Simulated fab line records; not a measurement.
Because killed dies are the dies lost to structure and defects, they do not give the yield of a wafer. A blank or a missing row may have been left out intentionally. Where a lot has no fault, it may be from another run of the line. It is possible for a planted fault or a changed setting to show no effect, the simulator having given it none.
fab line records | flow sky130
[record] lots = 6 wafers = 18 lastDay = 51
route steps=708 shown VT_ADJUST_PCH@151 SONOS_TUNNEL@154 PAD_OPEN@708
lots that met no fault: from a run of the same line without faults
startH: hours from the record's first day to the start of the lot's first wafer shown | waitH: hours from the lot's prior step to this one | " identical to the entry in the row above | L1.1+2: one row covering several wafers at once | - no value, or no start given | * or withheld: withheld | < > ~ a bound
route shown NAME@n: names a module that has steps shown in the file, with the first one's number in the route | usual: the fault-free wafers' mean and standard deviation | same: alike in all rows | chamber/n: place in a boat | sites: readings site by site | _std_site: the standard deviation of these | _edge_site: inner sites' mean taken away from outer sites' mean | radiusMm: how far each site lies from the wafer's centre | mask NAME#n: copy n | behind: the last tool/chamber to shape the wafer | hold: why the lot was held/for how many hours/how that ended | device: whichever transistor did not switch (one of n, p or np) | end of line: tests run on the same wafers once the route is complete | a step with no rows: only its recipe | killed: not the wafer's yield, but the dies lost to structure and defects at the first sort | map: per-die view of a wafer (x killed, . not killed, _ where there is no die)
set.NAME: the setting the step ran with; set.NAME@STEP: the setting that earlier step ran with | model.NAME: the simulator's own value behind a step, which no gauge read
certain route steps with their lots: each step a table, each wafer a row
services: a tool's chamber out of use, with start hour (startH, from the record's first day; less than 0 if before it), hours out, and reason
[[steps]]
[step SKY_VT_ADJUST_PCH_IMPLANT_08]
[recipe] species = B energyKev = 10 doseCm2 = 5e+11 tiltDeg = withheld
[step SKY_VT_ADJUST_PCH_STRIP_09]
[recipe] chemistry = O2/N2 powerW = 1400 pressureMtorr = 1500 platenTempC = withheld o2FlowSccm = 3000 n2FlowSccm = 300 overashFraction = 0.5
[usual] drypumpMotorCurrentA = 5.7/0.4 n2FlowSccm = 300.0/0.94 oesProductAu = 0.723/0.0045 stripTimeToEndpointS = 36.91/0.13
// columns lot.wafer tool chamber startH waitH drypumpMotorCurrentA n2FlowSccm oesProductAu rfHoursCounterH stripTimeToEndpointS
L594.2 plasmaAsher-04 1 249.15 0.1 6.3 300.6 0.724 53 37.11
L594.3 " 0 " " 5.6 299.2 0.719 - 37.03
L594.5 " 0 " " 5.6 299.7 0.724 - 37.08
L596.2 plasmaAsher-04 0 266.90 0.1 5.6 299.9 0.724 55 37.01
L596.3 " 1 " " 6.3 300.2 0.734 - 36.97
L596.5 " 1 " " 6.3 301.7 0.724 - 36.91
L600.4 plasmaAsher-04 0 295.34 0.1 5.6 299.1 0.722 - 36.75
L600.5 " 0 " " 5.6 298.5 0.723 - 36.77
L600.6 " 1 " " 6.3 299.8 0.723 - 36.84
L610.1 plasmaAsher-03 1 365.79 0.1 5.2 299.2 0.734 23 36.93
L610.2 " 0 " " 5.3 299.1 0.718 23 36.88
L610.6 " 0 " " 5.3 300.7 0.714 - 37.00
L613.2 plasmaAsher-02 0 398.19 0.1 5.6 299.6 0.729 59 36.81
L613.3 " 1 " " 6.1 299.3 0.725 - 36.92
L613.5 " 1 " " 6.1 300.2 0.724 - 37.01
L615.1 plasmaAsher-04 1 402.35 0.1 6.3 300.9 0.731 68 36.79
L615.4 " 0 " " 5.6 301.0 0.724 - 36.84
L615.5 " 0 " " 5.6 301.5 0.719 - 36.83
[step SKY_VT_ADJUST_PCH_TW_MEAS_10]
[usual] VT_ADJUST_PCH_TW = 142.5/1.2
// columns lot.wafer tool chamber startH waitH VT_ADJUST_PCH_TW
L594.2 filmMetro-03 - 249.26 0.1 142.6
L594.3 " - " " 142.2
L594.5 " - " " 143.0
L596.2 filmMetro-01 - 267.01 0.1 141.1
L596.3 " - " " 141.3
L596.5 " - " " 141.0
L600.4 filmMetro-04 - 295.43 0.1 144.0
L600.5 " - " " 144.1
L600.6 " - " " 143.8
L610.1 filmMetro-03 - 365.89 0.1 142.1
L610.2 " - " " 142.3
L610.6 " - " " 142.5
L613.2 filmMetro-03 - 398.30 0.1 142.8
L613.3 " - " " 142.6
L613.5 " - " " 142.8
L615.1 filmMetro-01 - 402.45 0.1 140.4
L615.4 " - " " 140.9
L615.5 " - " " 140.4
[step SKY_SONOS_TUNNEL_DEHYDRATE_00]
[recipe] tempC = 200 timeS = 60
[step SKY_SONOS_TUNNEL_HMDS_01]
[recipe] primeTimeS = 60 primeTempC = 120
[step SKY_SONOS_TUNNEL_COAT_02]
[recipe] resist = NOVOLAK spinRpm = 3000 resistThkNm = 1140
[step SKY_SONOS_TUNNEL_SOFTBAKE_03]
[recipe] tempC = 90 timeS = 60 resist = NOVOLAK
[step SKY_SONOS_TUNNEL_EXPOSE_04]
[recipe] maskId = TUNM na = 0.6 sourceShape = conventional sigmaOuter = 0.6 polarization = unpolarized targetCdNm = 410 doseMj = 136
[step SKY_SONOS_TUNNEL_PEB_05]
[recipe] tempC = withheld timeS = * resist = NOVOLAK
[step SKY_SONOS_TUNNEL_DEVELOP_06]
[recipe] resist = NOVOLAK developer = TMAH developTimeS = 60 devTempC = 23
[step SKY_SONOS_TUNNEL_CD_MEAS_07]
[recipe] targetCdNm = 410
[usual] cdNm = 410.8/2.8
// columns lot.wafer tool chamber startH waitH cdNm
L594.2 cdSem-02 - 273.47 0.1 419.9
L594.3 " - " " 417.7
L594.5 " - " " 417.2
L596.2 cdSem-02 - 291.52 0.1 408.9
L596.3 " - " " 408.2
L596.5 " - " " 410.4
L600.4 cdSem-02 - 321.21 0.1 408.8
L600.5 " - " " 408.4
L600.6 " - " " 408.3
L610.1 cdSem-02 - 394.67 0.1 408.9
L610.2 " - " " 409.6
L610.6 " - " " 409.6
L613.2 cdSem-02 - 428.52 0.1 406.9
L613.3 " - " " 406.2
L613.5 " - " " 408.0
L615.1 cdSem-02 - 432.57 0.1 411.3
L615.4 " - " " 411.1
L615.5 " - " " 411.5
[step SKY_SONOS_TUNNEL_OVL_MEAS_08]
[usual] SONOS_TUNNEL_OVL = 1.1/1.3
// columns lot.wafer tool chamber startH waitH SONOS_TUNNEL_OVL[nm]
L594.2 overlay-02 - 273.58 0.1 -0.2
L594.3 " - " " -1.1
L594.5 " - " " -0.1
L596.2 overlay-02 - 291.62 0.1 1.7
L596.3 " - " " 1.5
L596.5 " - " " 1.7
L600.4 overlay-01 - 321.29 0.1 2.7
L600.5 " - " " 2.7
L600.6 " - " " 2.7
L610.1 overlay-01 - 394.79 0.1 -0.5
L610.2 " - " " 3.1
L610.6 " - " " -1.8
L613.2 overlay-01 - 428.63 0.1 -0.5
L613.3 " - " " -0.1
L613.5 " - " " 1.2
L615.1 overlay-01 - 432.69 0.1 1.5
L615.4 " - " " 2.8
L615.5 " - " " 1.7
[step SKY_SONOS_TUNNEL_IMPLANT_09]
[recipe] species = B energyKev = 20 doseCm2 = 1e+12 tiltDeg = withheld
[usual] beamEnergyKeV = 20.001/0.0063
// columns lot.wafer tool chamber startH waitH beamEnergyKeV model.implant.drpNm
L594.2 implanter-02 0 273.63 0.0 20.459 28.8
L594.3 " 0 " " 20.448 28.8
L594.5 " 0 " " 20.460 28.8
L596.2 implanter-02 0 291.68 0.0 20.456 28.8
L596.3 " 0 " " 20.437 28.8
L596.5 " 0 " " 20.450 28.8
L600.4 implanter-01 0 321.38 0.1 19.994 28.34
L600.5 " 0 " " 19.991 28.34
L600.6 " 0 " " 19.996 28.34
L610.1 implanter-02 0 394.82 0.0 20.000 28.34
L610.2 " 0 " " 20.004 28.34
L610.6 " 0 " " 20.002 28.34
L613.2 implanter-01 0 428.68 0.0 20.003 28.34
L613.3 " 0 " " 20.009 28.34
L613.5 " 0 " " 20.002 28.34
L615.1 implanter-02 0 432.72 0.0 20.002 28.34
L615.4 " 0 " " 20.002 28.34
L615.5 " 0 " " 19.992 28.34
[step SKY_SONOS_TUNNEL_WET_ETCH_10]
[recipe] chemistry = dHF targetDepthNm = 14 target = SiO2 dilution = 100:1 tempC = 25 timeS = 280
[step SKY_PAD_OPEN_PROBE_99]
[usual] killed_at_M0_to_M3 = 43/7.3 killed_at_M4_up = 3.4/2.1 killedAtContacts = 24/5.9 killedAtFrontEnd = 14/4 killedAtOther = 0.3/0.54 killedDies = 85/10 killedOpen = 46/7.7 killedShort = 38/6
[same] grossDies = 492 killedAtBackSide = 0
// columns lot.wafer tool chamber startH waitH killed_at_M0_to_M3 killed_at_M4_up killedAtContacts killedAtFrontEnd killedAtOther killedDies killedOpen killedShort
L594.2 prober-01 - 1106.34 0.1 35 2 20 14 0 71 35 36
L594.3 prober-01 - 1106.39 0.2 47 8 28 7 0 90 49 41
L594.5 prober-01 - 1106.49 0.2 49 3 24 10 0 86 46 40
L596.2 prober-02 - 1127.39 0.1 41 4 31 17 0 93 53 40
L596.3 prober-02 - 1127.44 0.2 39 2 20 9 0 70 38 32
L596.5 prober-02 - 1127.54 0.2 56 1 30 20 0 107 53 54
L600.4 prober-02 - 1147.00 0.2 54 2 7 11 0 74 41 33
L600.5 prober-02 - 1147.05 0.2 43 5 22 14 0 84 44 40
L600.6 prober-02 - 1147.10 0.2 45 3 28 23 0 99 52 47
L610.1 prober-02 - 1197.93 0.1 47 1 25 19 1 93 56 37
L610.2 prober-02 - 1197.98 0.1 48 5 25 16 0 94 50 44
L610.6 prober-02 - 1198.18 0.2 42 3 34 9 0 88 47 41
L613.2 prober-01 - 1210.54 0.1 47 2 23 9 1 82 53 29
L613.3 prober-01 - 1210.59 0.2 52 3 28 12 1 96 55 41
L613.5 prober-01 - 1210.69 0.2 57 2 25 13 0 97 50 47
L615.1 prober-02 - 1214.84 0.1 53 3 14 9 0 79 46 32
L615.4 prober-02 - 1214.99 0.2 42 5 16 17 0 80 38 41
L615.5 prober-02 - 1215.04 0.2 36 5 27 20 0 88 45 39
// killed by level:class
L594.2 VIA1:geometricParticle:open=11 CONTACT:geometricParticle:open=7 METAL1:geometricParticle:short=7 FIELD_ISO:geometricParticle:short=6 CONTACT:geometricParticle:short=5 VIA1:geometricParticle:short=4 LI_CONTACT:geometricParticle:open=4 VIA3:geometricParticle:open=4
L594.3 VIA1:geometricParticle:open=13 CONTACT:geometricParticle:open=12 METAL1:geometricParticle:short=9 LI_CONTACT:geometricParticle:open=8 FIELD_ISO:geometricParticle:short=4 VIA1:geometricParticle:short=4 METAL2:geometricParticle:short=4 VIA3:geometricParticle:open=4
L594.5 CONTACT:geometricParticle:open=11 VIA1:geometricParticle:open=10 METAL3:geometricParticle:short=8 VIA1:geometricParticle:short=6 VIA2:geometricParticle:open=6 VIA3:geometricParticle:open=6 CONTACT:geometricParticle:short=5 METAL2:geometricParticle:short=5
L596.2 CONTACT:geometricParticle:open=11 VIA1:geometricParticle:open=11 LI_CONTACT:geometricParticle:open=7 METAL1:geometricParticle:short=7 FIELD_ISO:geometricParticle:open=6 VIA2:geometricParticle:open=6 LOCAL_INTERCONNECT:geometricParticle:short=6 VIA1:geometricParticle:short=5
L596.3 CONTACT:geometricParticle:open=9 VIA1:geometricParticle:open=7 METAL2:geometricParticle:short=6 VIA2:geometricParticle:open=6 VIA1:geometricParticle:short=5 METAL3:geometricParticle:short=4 FIELD_ISO:geometricParticle:open=3 POLY_GATE:geometricParticle:open=3
L596.5 VIA1:geometricParticle:open=14 CONTACT:geometricParticle:open=11 VIA2:geometricParticle:open=8 POLY_GATE:geometricParticle:short=7 LI_CONTACT:geometricParticle:open=7 VIA1:geometricParticle:short=7 METAL2:geometricParticle:short=7 CONTACT:geometricParticle:short=6
L600.4 VIA1:geometricParticle:open=19 VIA1:geometricParticle:short=7 FIELD_ISO:geometricParticle:short=6 METAL1:geometricParticle:short=5 VIA2:geometricParticle:open=5 METAL1:geometricParticle:open=4 VIA3:geometricParticle:open=4 LI_CONTACT:geometricParticle:open=3
L600.5 VIA1:geometricParticle:open=11 LI_CONTACT:geometricParticle:open=10 METAL1:geometricParticle:short=7 FIELD_ISO:geometricParticle:short=6 CONTACT:geometricParticle:open=5 METAL2:geometricParticle:short=5 VIA1:geometricParticle:short=4 POLY_GATE:geometricParticle:short=3
L600.6 VIA1:geometricParticle:open=11 CONTACT:geometricParticle:open=10 METAL2:geometricParticle:short=8 VIA2:geometricParticle:open=7 FIELD_ISO:geometricParticle:open=6 FIELD_ISO:geometricParticle:short=5 POLY_GATE:geometricParticle:short=5 LI_CONTACT:geometricParticle:short=5
L610.1 VIA1:geometricParticle:open=13 CONTACT:geometricParticle:open=10 VIA3:geometricParticle:open=9 LI_CONTACT:geometricParticle:open=7 FIELD_ISO:geometricParticle:open=6 METAL2:geometricParticle:short=5 VIA1:geometricParticle:short=4 CONTACT:geometricParticle:short=4
L610.2 CONTACT:geometricParticle:open=12 VIA1:geometricParticle:open=11 LI_CONTACT:geometricParticle:open=7 VIA3:geometricParticle:short=7 VIA3:geometricParticle:open=7 VIA1:geometricParticle:short=6 METAL4:geometricParticle:short=5 METAL1:geometricParticle:short=4
L610.6 LI_CONTACT:geometricParticle:open=13 VIA1:geometricParticle:open=10 CONTACT:geometricParticle:open=9 CONTACT:geometricParticle:short=7 METAL2:geometricParticle:short=6 VIA2:geometricParticle:open=6 FIELD_ISO:geometricParticle:short=4 VIA2:geometricParticle:short=4
L613.2 CONTACT:geometricParticle:open=11 VIA2:geometricParticle:open=8 VIA1:geometricParticle:open=8 FIELD_ISO:geometricParticle:open=7 LI_CONTACT:geometricParticle:open=6 VIA1:geometricParticle:short=6 VIA3:geometricParticle:open=6 VIA2:geometricParticle:short=4
L613.3 CONTACT:geometricParticle:open=14 METAL1:geometricParticle:short=11 VIA3:geometricParticle:open=10 VIA1:geometricParticle:open=9 FIELD_ISO:geometricParticle:open=5 VIA2:geometricParticle:open=5 POLY_GATE:geometricParticle:open=4 LOCAL_INTERCONNECT:geometricParticle:short=4
L613.5 VIA1:geometricParticle:open=16 CONTACT:geometricParticle:open=8 VIA3:geometricParticle:open=7 METAL2:geometricParticle:short=7 LOCAL_INTERCONNECT:geometricParticle:short=7 METAL1:geometricParticle:short=5 VIA1:geometricParticle:short=5 VIA2:geometricParticle:open=5
L615.1 VIA1:geometricParticle:open=14 VIA2:geometricParticle:open=9 VIA3:geometricParticle:open=7 METAL1:geometricParticle:short=6 VIA2:geometricParticle:short=5 LI_CONTACT:geometricParticle:open=3 CONTACT:geometricParticle:open=3 METAL1:geometricParticle:open=3
L615.4 VIA1:geometricParticle:open=9 VIA1:geometricParticle:short=7 VIA2:geometricParticle:open=6 METAL3:geometricParticle:short=5 LI_CONTACT:geometricParticle:open=5 CONTACT:geometricParticle:open=5 METAL1:geometricParticle:short=5 METAL2:geometricParticle:short=5
L615.5 LI_CONTACT:geometricParticle:open=8 CONTACT:geometricParticle:open=7 VIA2:geometricParticle:open=7 FIELD_ISO:geometricParticle:open=6 CONTACT:geometricParticle:short=6 VIA1:geometricParticle:open=6 LOCAL_INTERCONNECT:geometricParticle:short=5 METAL2:geometricParticle:short=5
[[services]]
// columns tool chamber startH hours kind
implanter-01 - 276.78 6.9 pm
plasmaAsher-03 - 293.40 2.7 repair
plasmaAsher-02 - 304.74 2.6 repair
implanter-01 - 310.29 5.1 repair
plasmaAsher-02 - 316.02 5.2 pm
implanter-02 - 328.89 3.5 pm
plasmaAsher-02 - 333.80 3.8 repair
plasmaAsher-03 - 340.07 2.8 repair
implanter-01 - 353.62 16.2 pm
implanter-01 - 379.13 2.7 repair
implanter-01 - 391.16 2.3 repair
implanter-01 - 421.96 3.9 pm
[[key]]
[firstSign] step = SKY_SONOS_TUNNEL_IMPLANT_09 reading = beamEnergyKeV direction = up sigmas = 72 usual = * struck = *
effect none on later readings
[modelEffect] step = SKY_SONOS_TUNNEL_IMPLANT_09 value = implant.drpNm without = 28.34 struck = 28.8
metAt SKY_SONOS_TUNNEL_IMPLANT_09
struckWafers L594.2,L594.3,L594.5,L596.2,L596.3,L596.5
testerLeftOut L594,L596
[fault] kind = processParameterDrift tool = implanter-02 chamber = - onsetH = 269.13 steps = SKY_SONOS_TUNNEL_IMPLANT_09 channel = energyKev offset = * shape = step endH = 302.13 actsIn = * stated = *
// testerLeftOut: of these lots the tester's yield and bins aren't shown, on N5 and GAA mostly nor the transistor test; their killed dies are dies lost to structure and defects alone, not to doping, threshold or leakage, so they don't give the yield
